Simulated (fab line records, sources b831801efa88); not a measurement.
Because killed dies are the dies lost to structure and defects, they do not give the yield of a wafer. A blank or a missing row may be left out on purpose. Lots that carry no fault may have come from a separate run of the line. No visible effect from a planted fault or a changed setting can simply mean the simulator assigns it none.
Chamber matching :: flow sky130 :: SKY_POLY_GATE_ETCH_17 on rie si-02: 4 sister chambers
The step etches poly-Si in HBr/Cl2, stops on SiO2, target depth 180 nm, time 70.5 s. 8 wafers are shown with their chamber, then 7 later ones without.

== WAFERS WITH THEIR CHAMBER ==
wafer: L348.1
chamber: 3
drypump motor current A (A): 5.4
throttle valve pct (%): 33.674

wafer: L351.1
chamber: 2
drypump motor current A (A): 6.4
throttle valve pct (%): 33.692

wafer: L351.2
chamber: 0
drypump motor current A (A): 6.0
throttle valve pct (%): 33.702

wafer: L354.3
chamber: 3
drypump motor current A (A): 5.4
throttle valve pct (%): 33.676

wafer: L355.3
chamber: 2
drypump motor current A (A): 6.5
throttle valve pct (%): 33.680

wafer: L355.5
chamber: 1
drypump motor current A (A): 6.2
throttle valve pct (%): 33.688

wafer: L357.3
chamber: 1
drypump motor current A (A): 6.2
throttle valve pct (%): 33.685

wafer: L357.4
chamber: 0
drypump motor current A (A): 6.1
throttle valve pct (%): 33.687

== WAFERS MISSING THEIR CHAMBER ==
wafer: L357.5
drypump motor current A (A): 6.1
throttle valve pct (%): 33.697

wafer: L359.1
drypump motor current A (A): 6.4
throttle valve pct (%): 33.701

wafer: L359.3
drypump motor current A (A): 5.4
throttle valve pct (%): 33.678

wafer: L359.6
drypump motor current A (A): 6.1
throttle valve pct (%): 33.685

wafer: L364.1
drypump motor current A (A): 5.4
throttle valve pct (%): 33.678

wafer: L364.2
drypump motor current A (A): 6.1
throttle valve pct (%): 33.681

wafer: L364.5
drypump motor current A (A): 6.1
throttle valve pct (%): 33.679

== THE CHAMBER EACH PASSED THROUGH ==
wafer: L357.5
from the rows above: can't be placed: 0 or 1
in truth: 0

wafer: L359.1
from the rows above: 2
in truth: 2

wafer: L359.3
from the rows above: 3
in truth: 3

wafer: L359.6
from the rows above: can't be placed: 0 or 1
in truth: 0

wafer: L364.1
from the rows above: 3
in truth: 3

wafer: L364.2
from the rows above: can't be placed: 1 or 0
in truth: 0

wafer: L364.5
from the rows above: can't be placed: 1 or 0
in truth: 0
Correct placement for 3 of the 7. Not placeable from these rows: 4 (in 4, the candidates include the true chamber). Wrongly placed: 0.
How it was worked out, from the rows above alone: a wafer's distance from a chamber is the root of the sum, over the readings, of the square of ((its reading less the chamber's mean) divided by the reading's scatter). The wafer belongs to the nearest chamber; if the next one is less than 2 further off, it can't be placed. For every chamber, the mean is computed from those of its wafers that are shown. The scatter: the root of (the sum of the squares of (reading less its chamber's mean) over the shown wafers, divided by (wafers less chambers)).
